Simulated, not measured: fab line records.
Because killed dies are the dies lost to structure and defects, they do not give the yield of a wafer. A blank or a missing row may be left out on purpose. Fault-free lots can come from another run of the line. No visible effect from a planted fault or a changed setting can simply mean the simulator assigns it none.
2 desks, one fault	flow gf180mcu	every desk sees just its own numbers, and what lay behind them comes last

## METROLOGY DESK
What the gauges read, lot by lot, whatever tool the lot ran on: means of the sampled wafers that have a number. A lot is out of limits, marked OUT, if its mean lies more than 4 standard deviations from the usual mean; the brackets give that distance.
Columns: A = MVSD_RS at GF_VT_IMPLANT_RS_MEAS_46, usual 457.0 ohm/sq; B = LVPWELL_RS at GF_VT_IMPLANT_RS_MEAS_48, usual 1198 ohm/sq; C = MVPSD_RS at GF_VT_IMPLANT_RS_MEAS_49, usual 1170 ohm/sq
lot	first seen here	A	B	C
L639	day 7 14:28	455.8	1194	1170
L640	day 7 20:14	458.4	1199	1168
L643	day 8 14:43	458.3	1195	1167
L647	day 9 16:33	455.9	1237 (+11) OUT	1168
L648	day 10 00:16	456.8	1243 (+13) OUT	1173
L652	day 11 07:41	458.3	1201	1173
L655	day 11 23:47	458.8	1203	1172
L657	day 12 10:46	456.6	1200	1167
L658	day 12 23:35	457.3	1200	1169
L659	day 13 05:31	455.9	1195	1167
L660	day 13 12:31	456.0	1194	1169
L661	day 13 16:41	456.5	1193	1170
L662	day 14 00:05	458.9	1197	1173
This desk's finding: out of limits on L647, L648; first on L647, day 9 16:47 (LVPWELL_RS at GF_VT_IMPLANT_RS_MEAS_48). In limits: L639, L640, L643, L652, L655, L657, L658, L659, L660, L661, L662.

## DESK OF THE TOOL OWNER: implanter-04
GF_LVPWELL_IMPLANT_09, tool's own readings: per-lot mean of the sampled wafers with a number, covering each lot this tool ran. A lot is out of limits, marked OUT, if its mean lies more than 4 standard deviations from the usual mean; the brackets give that distance.
Columns: A = dose ions cm2 at GF_LVPWELL_IMPLANT_09, usual 5.001e+12; B = faraday current uA at GF_LVPWELL_IMPLANT_09, usual 28.2
lot	first seen here	A	B
L639	day 3 22:44	5.001e+12	28.3
L640	day 4 03:27	4.997e+12	28.3
L647	day 5 16:38	4.125e+12 (-99 or more) OUT	22.9 (-9.1) OUT
L648	day 5 22:34	4.130e+12 (-99 or more) OUT	23.1 (-8.8) OUT
L658	day 8 11:17	5.001e+12	28.6
This desk's finding: out of limits on L647, L648; first on L647, day 5 16:38 (dose ions cm2 at GF_LVPWELL_IMPLANT_09). In limits: L639, L640, L658.

## TAKEN TOGETHER
The tool owner's desk had the chance to raise an alarm at day 5 16:38 on L647, L648.
At day 9 16:47 the metrology desk could have sounded an alarm, on L647, L648.
All the named lots went through GF_LVPWELL_IMPLANT_09 on implanter-04.

## WHAT THE SIMULATOR PUT IN
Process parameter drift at GF_LVPWELL_IMPLANT_09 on implanter-04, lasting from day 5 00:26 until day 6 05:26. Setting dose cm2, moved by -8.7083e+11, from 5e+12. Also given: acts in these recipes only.
Shown lots that were struck: L647, L648.
Delay (hours) between the fault's onset and each desk's first out-of-limits reading: 16 at the tool owner's desk, 112 at the metrology desk.
